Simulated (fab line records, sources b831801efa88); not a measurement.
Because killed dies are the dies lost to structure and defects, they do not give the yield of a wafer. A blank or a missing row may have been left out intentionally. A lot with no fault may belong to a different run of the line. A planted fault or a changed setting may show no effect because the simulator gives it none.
One fault seen from 2 desks	flow sky130	every desk sees just its own numbers, and what lay behind them comes last

AT THE TOOL OWNER'S DESK: rieDiel-04
The tool's own readings at SKY_POLY_GATE_ETCH_15 (etches BARC in N2/H2, stops on SiO2, time 118.5 s, target depth 110 nm): means of the sampled wafers that have a number, for each lot that ran on this tool. Marked OUT: a lot whose mean sits more than 4 standard deviations from the usual mean, which makes it out of limits; the brackets give that distance.
Columns: A = chamberPressureMTorr at SKY_POLY_GATE_ETCH_15, usual 29.998 mTorr; B = drypumpMotorCurrentA at SKY_POLY_GATE_ETCH_15, usual 5.7 A; C = oesProductAu at SKY_POLY_GATE_ETCH_15, usual 0.717 a.u.; D = throttleValvePct at SKY_POLY_GATE_ETCH_15, usual 13.212 %
lot	first seen here	A	B	C	D
L785	day 18 19:53	30.002	5.7	0.714	13.221
L791	day 20 17:59	30.000	5.7	0.716	13.216
L800	day 24 06:23	30.006	5.6	0.720	13.211
L801	day 24 11:14	30.010	5.7	0.718	13.210
This desk's finding: nothing out of limits on any of the 4 lots.

THE METROLOGY DESK
Lot by lot, what the gauges showed, no matter which tool ran the lot: averages of those sampled wafers that carry a number. Marked OUT: a lot whose mean sits more than 4 standard deviations from the usual mean, which makes it out of limits; the brackets give that distance.
Columns: A = cdNm at SKY_SONOS_ONO_CD_MEAS_13, usual 410.4 nm; B = cdNm at SKY_POLY_GATE_CD_MEAS_22, usual 150.6 nm
lot	first seen here	A	B
L779	day 12 16:11	409.0	150.8
L780	day 13 01:56	405.5	151.3
L781	day 13 11:10	413.8	148.9
L783	day 14 03:41	408.9	152.1
L785	day 14 22:25	412.2	154.3
L791	day 16 13:10	405.5	154.9
L796	day 18 10:19	409.7	148.4
L799	day 19 16:08	407.0	149.7
L800	day 20 01:02	407.7	148.9
L801	day 20 10:07	410.6	152.2
L802	day 20 21:29	406.8	149.4
This desk's finding: nothing out of limits on any of the 11 lots.

PUT TOGETHER
The desk of the tool owner found nothing out of limits.
Nothing out of limits was seen by the metrology desk.

WHAT WAS PUT IN BY THE SIMULATOR
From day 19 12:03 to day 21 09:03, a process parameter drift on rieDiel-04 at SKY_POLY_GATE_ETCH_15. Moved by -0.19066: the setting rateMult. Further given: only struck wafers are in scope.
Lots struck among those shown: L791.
